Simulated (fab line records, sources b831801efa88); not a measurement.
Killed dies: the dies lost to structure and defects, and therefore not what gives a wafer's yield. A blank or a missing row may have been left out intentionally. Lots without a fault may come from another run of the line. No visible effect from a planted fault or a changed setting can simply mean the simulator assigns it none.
Which of the tools did it?    flow sky130    18 wafers from 6 lots sampled at 2 of the route's 708 steps

## WHAT THE GAUGES SHOWED, per wafer
SKY_VIA4_RS_MEAS_19: measures by four-point-probe.
lot   measured      on            VIA4_W_RS (ohm/sq)
L414  day 44 06:23  filmMetro-04  0.2248 0.2276 0.2260
L416  day 44 13:14  filmMetro-03  0.2214 0.2283 0.2321
L418  day 45 02:04  filmMetro-04  0.2274 0.2244 0.2254
L421  day 45 21:05  filmMetro-04  0.2225 0.2244 0.2275
L423  day 46 10:16  filmMetro-03  0.2263 0.2218 0.2237
L427  day 47 04:26  filmMetro-04  0.2230 0.2239 0.2235

## EACH LOT AND THE TOOL THAT RAN IT (in order: tool; ch and the chambers of the sampled wafers; start)
lot   SKY_METAL4_METAL_ETCH_18
L414  rieMetal-04 ch 0,1, day 43 05:55
L416  rieMetal-01 ch 0,1, day 43 12:32
L418  rieMetal-01 ch 0,1, day 44 01:26
L421  rieMetal-01 ch 0,1, day 44 20:48
L423  rieMetal-01 ch 0,1, day 45 10:23
L427  rieMetal-01 ch 0,1, day 46 06:17
- SKY_METAL4_METAL_ETCH_18: etches the open film in Cl2/BCl3, stops on SiO2, target depth 845 nm, time 183.1 s.

## THE ANSWER, worked out from the rows above alone
Rule: what is usual is taken from the lots themselves. The widest of any qualifying gaps counts: lots, ordered by their means at a reading, are off when they make up no more than a third of the lots, leave a main group of 4 or more, and stand apart from it by 3 or more times the standard deviation of that group's means. A main group whose means are all the same, to the digits that the tables above print for the reading, isn't used. Also off: a lot with no number at a reading for which 4 or more lots have one. All remaining lots with rows at the step are treated as sound.
Nothing can be told from this: no lot is off at any reading shown.

## WHAT WAS PUT IN BY THE SIMULATOR
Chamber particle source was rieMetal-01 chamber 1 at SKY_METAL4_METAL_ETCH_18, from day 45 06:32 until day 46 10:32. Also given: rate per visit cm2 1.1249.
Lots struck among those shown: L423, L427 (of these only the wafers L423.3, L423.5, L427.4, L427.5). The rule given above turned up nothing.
